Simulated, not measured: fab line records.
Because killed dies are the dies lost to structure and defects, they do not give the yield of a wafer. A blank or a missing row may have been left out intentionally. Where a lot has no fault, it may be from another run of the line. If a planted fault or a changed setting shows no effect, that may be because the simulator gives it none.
Comparing a struck lot with a sound one / flow gf180mcu / 31 steps out of a route of 602
Sound: these wafers, L833.3, L833.4, L833.6. The struck wafers were L838.2, L838.3, L838.5. The cause comes at the end.
Each step with rows lists, per side, the tool, then ch with its chambers, then its first start. Under that, the readings that differ: sound wafers / struck wafers / difference of the means / sigmas: that difference in standard deviations of wafers without a fault.
alike: words and numbers the same on both sides, and readings whose means are apart by under 2 such deviations; not compared: readings that were withheld, readings missing a value for some wafer, numbers with overlapping values and no deviation given by the record, and bounds like >300 which may hide the same value.
Wherever a step has rows on one side only, a row that says differs or no value, or a row with sigmas, the two part there. Numbers that don't overlap but have no deviation are shown without sigmas and don't part them. Lack of a reading on every wafer of one side parts them only where that side has two or more wafers.

first, 1 step without rows for these wafers: GF_HV_LDD_CVD_56 (deposits Si3N4 from DCS/NH3, target thk 90 nm, time 1543 s).
GF_HV_LDD_THK_MEAS_57:
  sound: filmMetro-01 at day 14 13:47; struck: filmMetro-01 at day 16 05:44
  alike: HV_LDD_CVD_56_THK
GF_HV_LDD_ETCHBACK_58: etches Si3N4 in CH3F/O2, stops on SiO2, time 100 s, target depth 90 nm.
  sound on rieDiel-02 ch 0,1,3, day 14 13:50; struck on rieDiel-04 ch 1,2,3, day 16 05:47
  alike: biasW, drypumpMotorCurrentA, oesProductAu, throttleValvePct
  not compared: rfHoursCounterH
then, 7 steps without rows for these wafers: GF_NSD_DEHYDRATE_00 (time 60 s); GF_NSD_HMDS_01 (prime time 60 s); GF_NSD_COAT_02 (resist thk 1000 nm); GF_NSD_SOFTBAKE_03 (time 60 s); GF_NSD_EXPOSE_04 (exposes mask Nplus, target cd 400 nm); GF_NSD_PEB_05; GF_NSD_DEVELOP_06 (develop time 60 s).
GF_NSD_CD_MEAS_07: target cd 400 nm.
  sound: cdSem-02 at day 15 10:35; struck: cdSem-01 at day 17 04:13
reading=cdNm (nm); sound=394.1 394.4 395.5; struck=402.6 403.4 404.2; difference=+8.7; sigmas=+4
GF_NSD_OVL_MEAS_08:
  sound: overlay-01 at day 15 10:40; struck: overlay-02 at day 17 04:19
  alike: NSD_OVL
GF_NSD_IMPLANT_09:
  sound on implanter-02 ch 0, day 15 10:45; struck on implanter-01 ch 0, day 17 04:22
reading=beamOnS (s); sound=17.1 16.6 16.6; struck=10.2 10.2 10.0; difference=-6.6; sigmas=-4
reading=doseIonsCm2; sound=3.997e+15 3.994e+15 3.994e+15; struck=7.03e+14 7.1e+14 7.11e+14; difference=-3.29e+15; sigmas=-99 or more
reading=endStationPressureTorr (Torr); sound=1.49e-05 1.53e-05 1.4e-05; struck=8.1e-06 8.4e-06 8.6e-06; difference=-6.4e-06; sigmas=-5
reading=faradayCurrentUA; sound=12766 13237 13157; struck=3848 3849 3906; difference=-9186; sigmas=-8
  alike: beamEnergyKeV
after that, 1 step had no rows for these wafers: GF_NSD_IMPLANT_10.
GF_NSD_STRIP_11: strips in O2/N2.
  sound on plasmaAsher-03 ch 0,1, day 15 11:02; struck on plasmaAsher-02 ch 0, day 17 04:38
reading=oesProductAu (a.u.); sound=0.489 0.488 0.494; struck=0.583 0.566 0.579; difference=+0.086; sigmas=+19
reading=stripTimeToEndpointS (s); sound=23.01 22.98 23.00; struck=16.99 16.96 17.02; difference=-6.01; sigmas=-99 or more
  alike: drypumpMotorCurrentA, heaterPowerW
  not compared: rfHoursCounterH
GF_NSD_TW_MEAS_12:
  sound: filmMetro-04 at day 15 11:07; struck: filmMetro-04 at day 17 05:00
reading=NSD_TW; sound=4210 4207 4210; struck=3957 3912 3958; difference=-267; sigmas=-9
  not compared: hold
then, 6 steps without rows for these wafers: GF_PSD_HMDS_01 (prime time 60 s); GF_PSD_COAT_02 (resist thk 1000 nm); GF_PSD_SOFTBAKE_03 (time 60 s); GF_PSD_EXPOSE_04 (exposes mask Pplus, target cd 400 nm); GF_PSD_PEB_05; GF_PSD_DEVELOP_06 (develop time 60 s).
GF_PSD_CD_MEAS_07: target cd 400 nm.
  sound: cdSem-02 at day 16 08:17; struck: cdSem-01 at day 18 03:49
  alike: cdNm
GF_PSD_OVL_MEAS_08:
  sound: overlay-02 at day 16 08:22; struck: overlay-01 at day 18 03:55
  alike: PSD_OVL
after that, 1 step had no rows for these wafers: GF_PSD_IMPLANT_09.
GF_PSD_STRIP_10: strips in O2/N2.
  sound on plasmaAsher-01 ch 0,1, day 16 08:35; struck on plasmaAsher-03 ch 0,1, day 18 04:06
  alike: drypumpMotorCurrentA, heaterPowerW, oesProductAu, stripTimeToEndpointS
  not compared: rfHoursCounterH
GF_PSD_TW_MEAS_11:
  sound: filmMetro-04 at day 16 08:40; struck: filmMetro-03 at day 18 04:13
  alike: PSD_TW
then, 1 step without rows for these wafers: GF_PSD_CLEAN_12 (cleans in SC1/SC2, time 150 s).
GF_PSD_RTA_13: time 20 s.
  sound on rtpAnneal-01 ch 0, day 16 08:47; struck on rtpAnneal-01 ch 0, day 18 04:20
  alike: lampPowerPct, wafer_temp_C_max
GF_PSD_RS_MEAS_14: the measuring method here is four-point-probe.
  sound: filmMetro-03 at day 16 08:53; struck: filmMetro-01 at day 18 04:52
reading=NSD_RS (ohm/sq); sound=46.00 46.10 46.06; struck=80.76 81.08 80.76; difference=+34.81; sigmas=+99 or more
  not compared: hold
GF_PASSIVATION_PROBE_99:
  the record holds rows for the sound wafers here (prober-02, day 31 01:53) but none for the struck ones

## WHERE THEY PART
Last at GF_PASSIVATION_PROBE_99 as far as this record goes, first at GF_NSD_CD_MEAS_07.

WHY: whatever the simulator had introduced
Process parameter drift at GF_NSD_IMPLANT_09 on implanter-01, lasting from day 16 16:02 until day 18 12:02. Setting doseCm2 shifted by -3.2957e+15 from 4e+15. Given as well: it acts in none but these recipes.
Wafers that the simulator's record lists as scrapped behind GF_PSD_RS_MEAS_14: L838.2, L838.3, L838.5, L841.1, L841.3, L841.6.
